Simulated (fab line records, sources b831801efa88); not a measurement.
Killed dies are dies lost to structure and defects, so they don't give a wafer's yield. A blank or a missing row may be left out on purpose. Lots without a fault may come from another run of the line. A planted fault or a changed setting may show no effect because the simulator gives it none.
A struck lot beside a sound one | flow gf180mcu | 43 steps out of a route of 602
Sound: wafers L417.1, L417.2, L417.6. Struck: wafers L435.2, L435.3, L435.6. The cause comes at the end.
At each step with rows: each side's tool, then ch and its chambers, then its first start. Under that, the readings that differ: sound wafers | struck wafers | difference of the means | sigmas: that difference in standard deviations of wafers without a fault.
alike: readings whose means differ by less than 2 such deviations, and words and numbers that are the same on both sides. not compared: withheld readings, readings that some wafer has no value for, bounds like >300 that may hide the same value, and numbers for which the record gives no deviation and whose values overlap.
The two part at a step that has a row with sigmas, a row that says differs or no value, or rows on one side only. Numbers that don't overlap but have no deviation are shown without sigmas and don't part them. A reading that every wafer of one side lacks parts them only if that side has two wafers or more.

first, 1 step without rows for these wafers: GF_HV_LDD_CVD_56 (deposits Si3N4 from DCS/NH3, target thk 90 nm, time 1543 s).
GF_HV_LDD_THK_MEAS_57:
  sound on film_metro-01, day 14 03:32; struck on film_metro-04, day 20 13:42
  reading                | sound          | struck         | difference | sigmas
  HV_LDD_CVD_56_THK (nm) | 88.3 88.1 87.6 | 91.2 89.6 90.7 | +2.5       | +2
GF_HV_LDD_ETCHBACK_58: etches Si3N4 in CH3F/O2, stops on SiO2, time 100 s, target depth 90 nm.
  sound on rie_diel-03 ch 0,1,3, day 14 03:35; struck on rie_diel-01 ch 2,3, day 20 13:45
  reading                | sound                | struck               | difference | sigmas
  oes_product_au (a.u.)  | 0.830 0.829 0.833    | 0.850 0.843 0.844    | +0.015     | +2
  throttle_valve_pct (%) | 10.549 10.551 10.565 | 10.571 10.574 10.582 | +0.021     | +2
  alike: ch3f_flow_sccm, drypump_motor_current_A
  not compared: rf_hours_counter_h
then, 7 steps without rows for these wafers: GF_NSD_DEHYDRATE_00 (time 60 s); GF_NSD_HMDS_01 (prime time 60 s); GF_NSD_COAT_02 (resist thk 1000 nm); GF_NSD_SOFTBAKE_03 (time 60 s); GF_NSD_EXPOSE_04 (exposes mask Nplus, target cd 400 nm); GF_NSD_PEB_05; GF_NSD_DEVELOP_06 (develop time 60 s).
GF_NSD_CD_MEAS_07: target cd 400 nm.
  sound on cd_sem-01, day 15 00:31; struck on cd_sem-02, day 21 13:31
  alike: cd_nm
GF_NSD_OVL_MEAS_08:
  sound on overlay-01, day 15 00:38; struck on overlay-02, day 21 13:37
  alike: NSD_OVL
GF_NSD_IMPLANT_09:
  sound on implanter-01 ch 0, day 15 00:40; struck on implanter-03 ch 0, day 21 13:40
  alike: faraday_current_uA
then, 1 step without rows for these wafers: GF_NSD_IMPLANT_10.
GF_NSD_STRIP_11: strips in O2/N2.
  sound on plasma_asher-02 ch 0,1, day 15 00:58; struck on plasma_asher-04 ch 1, day 21 13:56
  alike: drypump_motor_current_A, heater_power_w, oes_product_au, strip_time_to_endpoint_s
  not compared: rf_hours_counter_h
GF_NSD_TW_MEAS_12:
  sound on film_metro-02, day 15 01:04; struck on film_metro-01, day 21 14:03
  reading | sound          | struck         | difference | sigmas
  NSD_TW  | 4321 4315 4332 | 4256 4275 4268 | -56        | -2
then, 7 steps without rows for these wafers: GF_PSD_DEHYDRATE_00 (time 60 s); GF_PSD_HMDS_01 (prime time 60 s); GF_PSD_COAT_02 (resist thk 1000 nm); GF_PSD_SOFTBAKE_03 (time 60 s); GF_PSD_EXPOSE_04 (exposes mask Pplus, target cd 400 nm); GF_PSD_PEB_05; GF_PSD_DEVELOP_06 (develop time 60 s).
GF_PSD_CD_MEAS_07: target cd 400 nm.
  sound on cd_sem-01, day 15 22:35; struck on cd_sem-02, day 22 13:49
  alike: cd_nm
GF_PSD_OVL_MEAS_08:
  sound on overlay-02, day 15 22:43; struck on overlay-01, day 22 13:55
  alike: PSD_OVL
then, 1 step without rows for these wafers: GF_PSD_IMPLANT_09.
GF_PSD_STRIP_10: strips in O2/N2.
  sound on plasma_asher-03 ch 0,1, day 15 22:53; struck on plasma_asher-04 ch 0,1, day 22 14:05
  alike: drypump_motor_current_A, heater_power_w, oes_product_au, strip_time_to_endpoint_s
  not compared: rf_hours_counter_h
GF_PSD_TW_MEAS_11:
  sound on film_metro-01, day 15 22:59; struck on film_metro-04, day 22 14:12
  alike: PSD_TW
then, 1 step without rows for these wafers: GF_PSD_CLEAN_12 (cleans in SC1/SC2, time 150 s).
GF_PSD_RTA_13: time 20 s.
  sound on rtp_anneal-01 ch 0, day 15 23:06; struck on rtp_anneal-02 ch 0, day 22 14:19
  alike: anneal_temp_c_max, lamp_power_pct, wafer_temp_C_max
GF_PSD_RS_MEAS_14: measures by four-point-probe.
  sound on film_metro-04, day 15 23:11; struck on film_metro-02, day 22 14:25
  alike: NSD_RS
GF_PSD_RS_MEAS_15: measures by four-point-probe.
  sound on film_metro-04, day 15 23:19; struck on film_metro-02, day 22 14:32
  alike: PSD_RS
GF_SAB_CVD_00: deposits SiO2 from TEOS, target thk 50 nm, time 4.9302 s.
  sound on pecvd-01 ch 0,2, day 15 23:26; struck on pecvd-01 ch 1,2, day 22 14:38
  alike: heater_power_w
GF_SAB_THK_MEAS_01:
  sound on film_metro-01, day 15 23:27; struck on film_metro-01, day 22 14:40
  alike: SAB_CVD_00_THK
then, 7 steps without rows for these wafers: GF_SAB_DEHYDRATE_02 (time 60 s); GF_SAB_HMDS_03 (prime time 60 s); GF_SAB_COAT_04 (resist thk 1000 nm); GF_SAB_SOFTBAKE_05 (time 60 s); GF_SAB_EXPOSE_06 (exposes mask SAB, target cd 420 nm); GF_SAB_PEB_07; GF_SAB_DEVELOP_08 (develop time 60 s).
GF_SAB_CD_MEAS_09: target cd 420 nm.
  sound on cd_sem-01, day 16 22:22; struck on cd_sem-01, day 23 12:34
  alike: cd_nm
-- the record jumps here: 12 days lie between the struck wafers' starts before and after (it left off in module SAB and takes up again in module PASSIVATION, whose first step shown is number 602 of the route) --
GF_PASSIVATION_PROBE_99:
  the record has rows for the struck wafers here (prober-01, day 35 05:10) and none for the sound ones

WHERE THEY PART
First at GF_HV_LDD_THK_MEAS_57; last, within this record, at GF_PASSIVATION_PROBE_99.

WHY: what the simulator had put in
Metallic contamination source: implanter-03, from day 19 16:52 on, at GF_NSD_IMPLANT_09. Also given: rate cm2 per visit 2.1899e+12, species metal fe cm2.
